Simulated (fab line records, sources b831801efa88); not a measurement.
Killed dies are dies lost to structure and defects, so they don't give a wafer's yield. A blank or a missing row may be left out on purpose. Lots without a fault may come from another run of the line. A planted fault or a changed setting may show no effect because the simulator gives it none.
fab line records | flow sky130
record lots=6 wafers=18 last_day=50
route steps=708 shown VT_ADJUST_HVTR@139 VT_ADJUST_PCH@143 SONOS_TUNNEL@154 PAD_OPEN@708
lots that met no fault: from a run of the same line without faults
start_h: hours from the record's first day to the start of the lot's first wafer shown | wait_h: hours since the lot's step before | " the same as in the row above | L1.1+2: a row that stands for several wafers | - no value, or no start given | * or withheld: withheld | < > ~ a bound
route shown NAME@n: a module of which the file shows steps, and the number in the route of the first | usual: mean/standard deviation of fault-free wafers | same: alike in all rows | chamber/n: place in a boat | sites: the reading at each site | _std_site: their standard deviation | _edge_site: outer sites' mean less inner sites' | radius_mm: how far each site lies from the wafer's centre | mask NAME#n: copy n | behind: the tool/chamber that last shaped the wafer | hold: why the lot was held/for how many hours/how that ended | device: the transistor (n, p or np) that didn't switch | end of line: the same wafers' tests at the end of the route | a step without rows: its recipe alone | killed: dies lost to structure and defects at the first sort, not the wafer's yield | map: a wafer's dies, x killed, . not, _ none there
set.NAME: the setting as run; set.NAME@STEP: as run at that earlier step | model.NAME: the simulator's own value behind a step, which no gauge read
lots at some steps of the route; a table a step, a row a wafer
services: from which hour (start_h, from the record's first day; less than 0 if before it) a tool's chamber was out of use, for how many hours, and why
## steps
# step SKY_VT_ADJUST_HVTR_OVL_MEAS_08
# usual VT_ADJUST_HVTR_OVL=-0.7/1.2
# columns lot.wafer tool chamber start_h wait_h VT_ADJUST_HVTR_OVL[nm]
L233.1 overlay-01 - 216.71 0.1 -1.0
L233.5 " - " " -2.4
L233.6 " - " " -1.4
L234.1 overlay-01 - 223.24 0.1 -0.6
L234.4 " - " " -1.5
L234.6 " - " " -2.1
L238.2 overlay-01 - 253.01 0.1 -0.2
L238.4 " - " " -1.6
L238.6 " - " " -1.0
L239.1 overlay-01 - 263.85 0.1 0.7
L239.2 " - " " 2.1
L239.6 " - " " 0.2
L247.1 overlay-01 - 322.49 0.1 -2.6
L247.3 " - " " -1.2
L247.5 " - " " 1.3
L250.3 overlay-01 - 359.22 0.1 -1.2
L250.4 " - " " 0.0
L250.5 " - " " -1.3
# step SKY_VT_ADJUST_HVTR_IMPLANT_09
# recipe species=B energy_kev=10 dose_cm2=2.1e+12 tilt_deg=withheld
# step SKY_VT_ADJUST_HVTR_STRIP_10
# recipe chemistry=O2/N2 power_w=1400 pressure_mtorr=1500 platen_temp_c=withheld o2_flow_sccm=3000 n2_flow_sccm=300 overash_fraction=0.5
# usual drypump_motor_current_A=5.7/0.41 oes_product_au=0.716/0.0049 strip_time_to_endpoint_s=14.18/0.039
# columns lot.wafer tool chamber start_h wait_h drypump_motor_current_A oes_product_au rf_hours_counter_h strip_time_to_endpoint_s
L233.1 plasma_asher-02 0 216.89 0.1 5.3 0.722 5 14.22
L233.5 " 1 " " 5.6 0.713 - 14.19
L233.6 " 0 " " 5.3 0.715 - 14.20
L234.1 plasma_asher-03 0 223.42 0.1 5.3 0.716 58 14.19
L234.4 " 0 " " 5.3 0.721 - 14.17
L234.6 " 0 " " 5.3 0.710 - 14.12
L238.2 plasma_asher-01 1 253.19 0.1 6.5 0.712 60 14.18
L238.4 " 0 " " 5.7 0.707 - 14.17
L238.6 " 0 " " 5.7 0.705 - 14.11
L239.1 plasma_asher-03 1 264.04 0.1 5.8 0.713 62 14.11
L239.2 " 0 " " 5.3 0.715 62 14.16
L239.6 " 0 " " 5.3 0.715 - 14.16
L247.1 plasma_asher-03 1 322.67 0.1 5.7 0.718 68 14.16
L247.3 " 1 " " 5.7 0.726 - 14.23
L247.5 " 1 " " 5.7 0.715 - 14.16
L250.3 plasma_asher-03 0 359.42 0.1 5.3 0.716 - 14.18
L250.4 " 1 " " 5.8 0.710 - 14.13
L250.5 " 1 " " 5.7 0.703 - 14.18
# step SKY_VT_ADJUST_HVTR_TW_MEAS_11
# usual VT_ADJUST_HVTR_TW=211.0/1.2
# columns lot.wafer tool chamber start_h wait_h VT_ADJUST_HVTR_TW
L233.1 film_metro-04 - 216.99 0.1 211.5
L233.5 " - " " 211.5
L233.6 " - " " 210.3
L234.1 film_metro-01 - 223.52 0.1 210.8
L234.4 " - " " 211.1
L234.6 " - " " 211.3
L238.2 film_metro-03 - 253.30 0.1 209.7
L238.4 " - " " 209.6
L238.6 " - " " 210.1
L239.1 film_metro-03 - 264.14 0.1 211.1
L239.2 " - " " 209.9
L239.6 " - " " 209.3
L247.1 film_metro-04 - 322.77 0.1 210.5
L247.3 " - " " 210.5
L247.5 " - " " 211.5
L250.3 film_metro-03 - 359.51 0.1 212.3
L250.4 " - " " 212.2
L250.5 " - " " 213.4
# step SKY_VT_ADJUST_PCH_DEHYDRATE_00
# recipe temp_c=200 time_s=60
# step SKY_VT_ADJUST_PCH_HMDS_01
# recipe prime_time_s=60 prime_temp_c=120
# step SKY_VT_ADJUST_PCH_COAT_02
# recipe spin_rpm=2000 resist_thk_nm=3000
# step SKY_VT_ADJUST_PCH_SOFTBAKE_03
# recipe temp_c=110 time_s=withheld
# step SKY_VT_ADJUST_PCH_EXPOSE_04
# recipe mask_id=NWM na=0.6 source_shape=conventional sigma_outer=0.6 polarization=unpolarized target_cd_nm=840 dose_mj=255
# step SKY_VT_ADJUST_PCH_PEB_05
# recipe temp_c=115 time_s=withheld
# step SKY_VT_ADJUST_PCH_DEVELOP_06
# recipe wall_angle_deg=90 developer=TMAH develop_time_s=60 dev_temp_c=23
# step SKY_VT_ADJUST_PCH_OVL_MEAS_07
# usual VT_ADJUST_PCH_OVL=-0.1/1.6
# columns lot.wafer tool chamber start_h wait_h VT_ADJUST_PCH_OVL[nm]
L233.1 overlay-02 - 239.83 - -2.8
L233.5 " - " " -1.2
L233.6 " - " " -1.5
L234.1 overlay-01 - 246.19 - -2.9
L234.4 " - " " -0.5
L234.6 " - " " -2.6
L238.2 overlay-02 - 277.12 - -1.2
L238.4 " - " " -1.7
L238.6 " - " " -2.1
L239.1 overlay-01 - 288.64 - -0.1
L239.2 " - " " 0.8
L239.6 " - " " -1.7
L247.1 overlay-02 - 349.08 - -2.8
L247.3 " - " " 0.9
L247.5 " - " " -1.4
L250.3 overlay-01 - 388.20 - -0.7
L250.4 " - " " 0.5
L250.5 " - " " -0.9
# step SKY_VT_ADJUST_PCH_IMPLANT_08
# recipe species=B energy_kev=10 dose_cm2=5e+11 tilt_deg=withheld
# usual faraday_current_uA=2.82/0.055
# columns lot.wafer tool chamber start_h wait_h faraday_current_uA
L233.1 implanter-02 0 239.87 0.0 2.75
L233.5 " 0 " " 2.92
L233.6 " 0 " " 2.81
L234.1 implanter-04 0 246.23 0.0 2.86
L234.4 " 0 " " 2.80
L234.6 " 0 " " 2.88
L238.2 implanter-04 0 277.18 0.0 2.95
L238.4 " 0 " " 2.88
L238.6 " 0 " " 2.84
L239.1 implanter-04 0 288.68 0.0 2.77
L239.2 " 0 " " 2.80
L239.6 " 0 " " 2.73
L239.1 implanter-04 0 288.99 0.3 2.73
L239.2 " 0 " " 2.91
L239.6 " 0 " " 2.91
L247.1 implanter-04 0 349.12 0.0 2.83
L247.3 " 0 " " 2.91
L247.5 " 0 " " 2.84
L247.1 implanter-04 0 349.44 0.3 2.89
L247.3 " 0 " " 2.78
L247.5 " 0 " " 2.82
L250.3 implanter-02 0 389.42 1.2 2.85
L250.4 " 0 " " 2.75
L250.5 " 0 " " 2.79
# step SKY_VT_ADJUST_PCH_STRIP_09
# recipe chemistry=O2/N2 power_w=1400 pressure_mtorr=1500 platen_temp_c=withheld o2_flow_sccm=3000 n2_flow_sccm=300 overash_fraction=0.5
# usual drypump_motor_current_A=5.9/0.43 oes_product_au=0.723/0.0047 strip_time_to_endpoint_s=36.90/0.1
# columns lot.wafer tool chamber start_h wait_h drypump_motor_current_A oes_product_au rf_hours_counter_h strip_time_to_endpoint_s
L233.1 plasma_asher-02 0 240.02 0.1 5.3 0.729 8 36.91
L233.5 " 1 " " 5.6 0.729 - 36.78
L233.6 " 0 " " 5.3 0.726 - 36.80
L234.1 plasma_asher-02 0 246.38 0.1 5.3 0.724 8 36.91
L234.4 " 0 " " 5.3 0.725 - 37.02
L234.6 " 0 " " 5.2 0.723 - 37.05
L238.2 plasma_asher-04 0 277.30 0.1 5.8 0.708 46 36.66
L238.4 " 0 " " 5.7 0.727 - 36.78
L238.6 " 0 " " 5.8 0.716 - 36.83
L239.1 plasma_asher-01 0 289.14 0.1 5.7 0.722 64 36.78
L239.2 " 1 " " 6.6 0.727 64 36.88
L239.6 " 0 " " 5.7 0.718 - 36.95
L247.1 plasma_asher-04 0 349.59 0.1 5.8 0.729 53 36.81
L247.3 " 1 " " 6.1 0.724 - 36.79
L247.5 " 1 " " 6.1 0.721 - 36.72
L250.3 plasma_asher-02 0 389.55 0.1 5.3 0.728 - 36.91
L250.4 " 1 " " 5.6 0.723 - 37.05
L250.5 " 0 " " 5.3 0.721 - 36.97
# step SKY_VT_ADJUST_PCH_TW_MEAS_10
# usual VT_ADJUST_PCH_TW=142.8/0.65
# columns lot.wafer tool chamber start_h wait_h VT_ADJUST_PCH_TW
L233.1 film_metro-02 - 240.12 0.1 141.7
L233.5 " - " " 142.3
L233.6 " - " " 142.4
L234.1 film_metro-01 - 246.48 0.1 143.1
L234.4 " - " " 142.7
L234.6 " - " " 143.2
L238.2 film_metro-01 - 277.41 0.1 142.6
L238.4 " - " " 143.4
L238.6 " - " " 143.2
L239.1 film_metro-02 - 289.24 0.1 172.6
L239.2 " - " " 172.2
L239.6 " - " " 172.0
L247.1 film_metro-01 - 349.69 0.1 172.1
L247.3 " - " " 172.8
L247.5 " - " " 172.6
L250.3 film_metro-01 - 389.64 0.1 142.2
L250.4 " - " " 142.9
L250.5 " - " " 143.3
# step SKY_SONOS_TUNNEL_DEHYDRATE_00
# recipe temp_c=200 time_s=60
# step SKY_PAD_OPEN_PROBE_99
# usual killed_at_M0_to_M3=43/6.9 killed_at_M4_up=3.1/1.9 killed_at_contacts=24/5.4 killed_at_front_end=14/4.3 killed_at_other=0.3/0.53 killed_dies=84/9.5 killed_on_rim=16/4.1 killed_open=46/6.8 killed_short=38/6
# same gross_dies=492 killed_at_back_side=0
# columns lot.wafer tool chamber start_h wait_h killed_at_M0_to_M3 killed_at_M4_up killed_at_contacts killed_at_front_end killed_at_other killed_dies killed_on_rim killed_open killed_short model.etest.nfet_16v.r_on_ohm_um model.etest.pfet_g5v0d10v5.r_on_ohm_um model.etest.tip_p.rs_ohm_sq model.etest.pfet_01v8.r_on_ohm_um model.etest.tip_p_5v.rs_ohm_sq model.etest.pfet_g5v0d10v5.drive_ua_um model.etest.pfet_01v8_lvt.drive_ua_um model.etest.pfet_01v8.drive_ua_um
L233.1 prober-02 - 1086.17 0.1 39 5 28 15 0 87 17 49 38 1.386e+04 4716 6815 2861 2872 348.4 174.2 194.5
L233.5 prober-02 - 1086.37 0.2 41 4 18 11 1 75 19 44 31 1.388e+04 4669 6800 2780 2879 346.7 177.8 199.8
L233.6 prober-02 - 1086.42 0.2 55 4 16 11 0 86 19 47 38 1.414e+04 4780 6758 2875 2860 338.8 175 194.5
L234.1 prober-01 - 1096.40 0.1 41 2 15 21 0 79 15 39 40 1.402e+04 4738 6799 2967 2855 340.8 169.3 186.9
L234.4 prober-01 - 1096.55 0.2 50 1 29 10 1 91 23 49 42 1.387e+04 4718 6815 2919 2876 341.5 170.4 191.7
L234.6 prober-01 - 1096.65 0.2 38 5 14 17 0 74 12 38 36 1.405e+04 4727 6808 2923 2861 342.5 171.9 189.8
L238.2 prober-01 - 1119.32 0.1 45 5 23 14 0 87 18 46 41 1.434e+04 4688 6897 2880 2848 351.6 178.3 195.5
L238.4 prober-01 - 1119.42 0.2 42 0 26 20 0 88 12 49 39 1.426e+04 4675 6856 2933 2817 351.3 173.9 190.3
L238.6 prober-01 - 1119.52 0.2 43 3 22 11 0 79 14 47 32 1.419e+04 4623 6918 2938 2837 351.8 175.2 190.7
L239.1 prober-02 - 1124.90 0.1 37 9 27 13 0 86 19 46 40 1.508e+04 4668 6747 2888 2846 350.2 184.7 197.3
L239.2 prober-02 - 1124.95 0.1 52 4 21 8 0 85 21 52 32 1.49e+04 4697 6714 2871 2884 349.7 185.3 198.5
L239.6 prober-02 - 1125.15 0.2 50 1 32 10 0 93 23 51 41 1.5e+04 4614 6725 2825 2871 353.9 188.5 201.9
L247.1 prober-02 - 1168.81 0.1 33 5 25 14 0 77 14 36 41 1.472e+04 4530 6589 2765 2804 363.2 192.2 207.6
L247.3 prober-02 - 1168.91 0.2 40 3 23 12 0 78 11 50 28 1.47e+04 4520 6610 2756 2806 368.4 192.8 208.7
L247.5 prober-02 - 1169.01 0.2 42 1 26 6 0 75 11 50 25 1.475e+04 4504 6668 2742 2798 364.1 192.8 211.6
L250.3 prober-01 - 1194.96 0.2 35 1 16 14 0 66 9 38 28 1.434e+04 4713 6973 2812 2801 349.4 179.6 198.6
L250.4 prober-01 - 1195.01 0.2 44 3 18 16 1 82 12 38 44 1.43e+04 4685 7016 2849 2809 347.9 177.7 194.9
L250.5 prober-01 - 1195.06 0.2 47 3 32 9 1 92 19 49 43 1.433e+04 4736 6980 2805 2805 345.8 179.3 198.3
# killed by level:class
L233.1 VIA1:geometric_particle:open=12 LI_CONTACT:geometric_particle:open=9 CONTACT:geometric_particle:open=6 VIA3:geometric_particle:open=6 FIELD_ISO:geometric_particle:open=5 LOCAL_INTERCONNECT:geometric_particle:short=5 CONTACT:geometric_particle:short=5 METAL1:geometric_particle:short=5
L233.5 VIA1:geometric_particle:open=9 VIA2:geometric_particle:open=8 VIA3:geometric_particle:open=8 LI_CONTACT:geometric_particle:open=6 CONTACT:geometric_particle:open=5 FIELD_ISO:geometric_particle:short=3 FIELD_ISO:geometric_particle:open=3 POLY_GATE:geometric_particle:short=3
L233.6 VIA1:geometric_particle:open=9 VIA2:geometric_particle:open=9 VIA3:geometric_particle:open=8 VIA3:geometric_particle:short=8 LI_CONTACT:geometric_particle:open=6 METAL1:geometric_particle:short=5 METAL2:geometric_particle:short=5 CONTACT:geometric_particle:open=4
L234.1 FIELD_ISO:geometric_particle:short=7 LI_CONTACT:geometric_particle:open=7 VIA2:geometric_particle:open=7 FIELD_ISO:geometric_particle:open=6 VIA1:geometric_particle:open=5 METAL2:geometric_particle:short=5 VIA2:geometric_particle:short=5 VIA3:geometric_particle:open=5
L234.4 CONTACT:geometric_particle:open=10 VIA2:geometric_particle:open=8 LOCAL_INTERCONNECT:geometric_particle:short=8 METAL2:geometric_particle:short=8 VIA3:geometric_particle:open=8 LI_CONTACT:geometric_particle:open=7 METAL1:geometric_particle:short=5 VIA1:geometric_particle:open=5
L234.6 VIA1:geometric_particle:open=9 VIA2:geometric_particle:open=6 FIELD_ISO:geometric_particle:open=4 METAL4:geometric_particle:short=4 POLY_GATE:geometric_particle:short=4 METAL1:geometric_particle:short=4 VIA3:geometric_particle:short=4 VIA3:geometric_particle:open=4
L238.2 VIA1:geometric_particle:open=12 VIA1:geometric_particle:short=9 VIA2:geometric_particle:open=8 LI_CONTACT:geometric_particle:open=6 LOCAL_INTERCONNECT:geometric_particle:short=5 VIA3:geometric_particle:open=5 FIELD_ISO:geometric_particle:short=4 CONTACT:geometric_particle:open=4
L238.4 VIA1:geometric_particle:open=13 LOCAL_INTERCONNECT:geometric_particle:short=8 CONTACT:geometric_particle:open=8 VIA3:geometric_particle:open=7 CONTACT:geometric_particle:short=5 FIELD_ISO:geometric_particle:open=4 FIELD_ISO:geometric_particle:short=4 METAL1:geometric_particle:short=4
L238.6 VIA2:geometric_particle:open=10 VIA1:geometric_particle:open=9 CONTACT:geometric_particle:open=8 VIA3:geometric_particle:open=6 LOCAL_INTERCONNECT:geometric_particle:short=5 CONTACT:geometric_particle:short=5 METAL2:geometric_particle:short=5 VIA1:geometric_particle:short=5
L239.1 LI_CONTACT:geometric_particle:open=9 VIA1:geometric_particle:open=9 CONTACT:geometric_particle:open=8 METAL1:geometric_particle:short=5 METAL2:geometric_particle:short=5 VIA3:geometric_particle:open=5 METAL4:geometric_particle:short=5 LI_CONTACT:geometric_particle:short=4
L239.2 VIA1:geometric_particle:open=14 CONTACT:geometric_particle:open=11 VIA3:geometric_particle:open=8 VIA1:geometric_particle:short=6 METAL2:geometric_particle:short=6 LI_CONTACT:geometric_particle:open=5 METAL3:geometric_particle:short=5 METAL1:geometric_particle:short=4
L239.6 CONTACT:geometric_particle:open=16 METAL2:geometric_particle:short=11 VIA1:geometric_particle:open=8 LI_CONTACT:geometric_particle:open=6 VIA2:geometric_particle:open=6 LOCAL_INTERCONNECT:geometric_particle:short=5 VIA3:geometric_particle:open=5 METAL1:geometric_particle:short=4
L247.1 CONTACT:geometric_particle:open=9 LI_CONTACT:geometric_particle:open=7 POLY_GATE:geometric_particle:short=6 VIA1:geometric_particle:open=6 VIA2:geometric_particle:short=6 METAL1:geometric_particle:short=5 VIA2:geometric_particle:open=5 LOCAL_INTERCONNECT:geometric_particle:short=4
L247.3 VIA1:geometric_particle:open=14 CONTACT:geometric_particle:open=10 FIELD_ISO:geometric_particle:open=7 VIA2:geometric_particle:open=6 LI_CONTACT:geometric_particle:short=5 LI_CONTACT:geometric_particle:open=4 VIA3:geometric_particle:open=4 FIELD_ISO:geometric_particle:short=3
L247.5 VIA1:geometric_particle:open=16 LI_CONTACT:geometric_particle:open=8 CONTACT:geometric_particle:open=8 VIA3:geometric_particle:open=6 VIA2:geometric_particle:open=6 CONTACT:geometric_particle:short=4 LI_CONTACT:geometric_particle:short=3 METAL1:geometric_particle:short=3
L250.3 VIA3:geometric_particle:open=8 CONTACT:geometric_particle:open=7 VIA1:geometric_particle:open=7 POLY_GATE:geometric_particle:open=6 METAL2:geometric_particle:short=6 METAL3:geometric_particle:short=4 FIELD_ISO:geometric_particle:short=3 VIA1:geometric_particle:short=3
L250.4 VIA1:geometric_particle:open=8 CONTACT:geometric_particle:open=7 VIA3:geometric_particle:open=7 CONTACT:geometric_particle:short=6 VIA2:geometric_particle:open=6 FIELD_ISO:geometric_particle:short=5 VIA1:geometric_particle:short=5 METAL2:geometric_particle:short=5
L250.5 VIA1:geometric_particle:open=13 CONTACT:geometric_particle:short=9 CONTACT:geometric_particle:open=8 LI_CONTACT:geometric_particle:open=8 VIA1:geometric_particle:short=6 METAL2:geometric_particle:short=6 VIA2:geometric_particle:open=6 LI_CONTACT:geometric_particle:short=5
## services
# columns tool chamber start_h hours kind
plasma_asher-01 - 221.07 2.8 pm
implanter-04 - 239.93 2.9 repair
implanter-04 - 242.80 3.0 pm
plasma_asher-02 - 274.06 2.7 repair
implanter-04 - 290.65 8.6 repair
implanter-02 - 330.00 3.5 repair
plasma_asher-01 - 355.25 16.6 repair
plasma_asher-01 - 366.61 1.0 repair
implanter-04 - 386.37 5.1 repair
## key
first_sign step=SKY_VT_ADJUST_PCH_IMPLANT_08 reading=visit direction=added
effect step=SKY_VT_ADJUST_PCH_TW_MEAS_10 reading=VT_ADJUST_PCH_TW direction=up sigmas=45 usual=142.8 struck=172.4
model_effect step=SKY_PAD_OPEN_PROBE_99 value=etest.nfet_16v.r_on_ohm_um without=1.415e+04 struck=1.486e+04
met_at SKY_VT_ADJUST_PCH_IMPLANT_08
struck_wafers L239.1,L239.2,L239.6,L247.1,L247.3,L247.5
tester_left_out L239,L247
fault kind=repeated_step_whole tool=implanter-01,implanter-02,implanter-04 chamber=- onset_h=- steps=SKY_VT_ADJUST_PCH_IMPLANT_08 times=1 scope=struck_lots_only
# tester_left_out: of these lots the tester's yield and bins aren't shown, on N5 and GAA mostly nor the transistor test; their killed dies are dies lost to structure and defects alone, not to doping, threshold or leakage, so they don't give the yield
